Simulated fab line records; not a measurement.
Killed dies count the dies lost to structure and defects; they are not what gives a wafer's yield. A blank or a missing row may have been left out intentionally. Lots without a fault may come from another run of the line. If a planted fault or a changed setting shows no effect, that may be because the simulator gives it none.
Which tool is to blame? | flow sfqLine | 14 lots (42 wafers sampled), 1 step of a 325-step route

== WHAT THE GAUGES READ, wafer by wafer ==
The record lacks any reading of a measuring or inspecting step that a usual standard deviation could be used to judge.

== WHICH TOOL RAN EACH LOT (tool, then ch and the chambers of the sampled wafers, then the start) ==
lot  | SFQ_TRILAYER_M5_LITHO_PEB_126
L388 | lithoTrack-04 ch 0, day 66 10:43
L390 | lithoTrack-01 ch 0, day 67 05:21
L391 | lithoTrack-03 ch 0, day 67 08:57
L394 | lithoTrack-03, day 68 00:39
L395 | lithoTrack-04, day 68 05:27
L399 | lithoTrack-04 ch 0, day 71 18:59
L403 | lithoTrack-03 ch 0, day 72 16:43
L404 | lithoTrack-03 ch 0, day 73 03:49
L405 | lithoTrack-01 ch 0, day 73 11:01
L406 | lithoTrack-03 ch 0, day 73 19:19
L408 | lithoTrack-04 ch 0, day 74 04:55
L409 | lithoTrack-04 ch 0, day 74 09:43
L410 | lithoTrack-01 ch 0, day 74 13:16
L411 | lithoTrack-03 ch 0, day 74 20:55
- SFQ_TRILAYER_M5_LITHO_PEB_126: peb time 60 s.

== WHAT THE TOOLS THEMSELVES READ (means of the sampled wafers that have a number; where no wafer has one, the mark that the record gives instead) ==
SFQ_TRILAYER_M5_LITHO_PEB_126. Usual: chillPlateTempC 23.00 C, standard deviation 0.1; exhaustPa 45.0 Pa, standard deviation 0.9.
lot  | tool          | chillPlateTempC (C) | exhaustPa (Pa) | flag
L388 | lithoTrack-04 | 23.03               | 44.2           | 
L390 | lithoTrack-01 | 22.99               | 45.3           | 
L391 | lithoTrack-03 | 22.93               | 45.7           | 
L394 | lithoTrack-03 | -                   | -              | OFF
L395 | lithoTrack-04 | -                   | -              | OFF
L399 | lithoTrack-04 | 23.13               | 45.4           | 
L403 | lithoTrack-03 | 23.01               | 46.9           | 
L404 | lithoTrack-03 | 23.02               | 44.8           | 
L405 | lithoTrack-01 | 23.03               | 44.8           | 
L406 | lithoTrack-03 | 23.09               | 45.3           | 
L408 | lithoTrack-04 | 23.00               | 44.7           | 
L409 | lithoTrack-04 | 22.95               | 44.8           | 
L410 | lithoTrack-01 | 22.99               | 44.2           | 
L411 | lithoTrack-03 | 23.05               | 44.5           | 

== THE ANSWER, worked out from the rows above alone ==
Rule: a lot counts as off when the mean over its wafers that have a number is more than 3 standard deviations away from the usual mean. A lot without any number at a reading at which 4 lots or more have one is off too. All remaining lots with rows at the step are treated as sound. Order of review: gauges by route order, followed by the tools' own readings, for which a lot's mean as printed above is used. At the first step where some lot is off, the reading lying furthest off is the one used; lots without a number count as furthest.
Off at SFQ_TRILAYER_M5_LITHO_PEB_126 (chillPlateTempC): L394, L395. Without a number there: L394, L395.
A tool fits if, at that step or a process step before it, it ran every lot that is off, and no sound lot after the first of them. No candidate that was tried fits.

== WHAT THE SIMULATOR HAD INSERTED ==
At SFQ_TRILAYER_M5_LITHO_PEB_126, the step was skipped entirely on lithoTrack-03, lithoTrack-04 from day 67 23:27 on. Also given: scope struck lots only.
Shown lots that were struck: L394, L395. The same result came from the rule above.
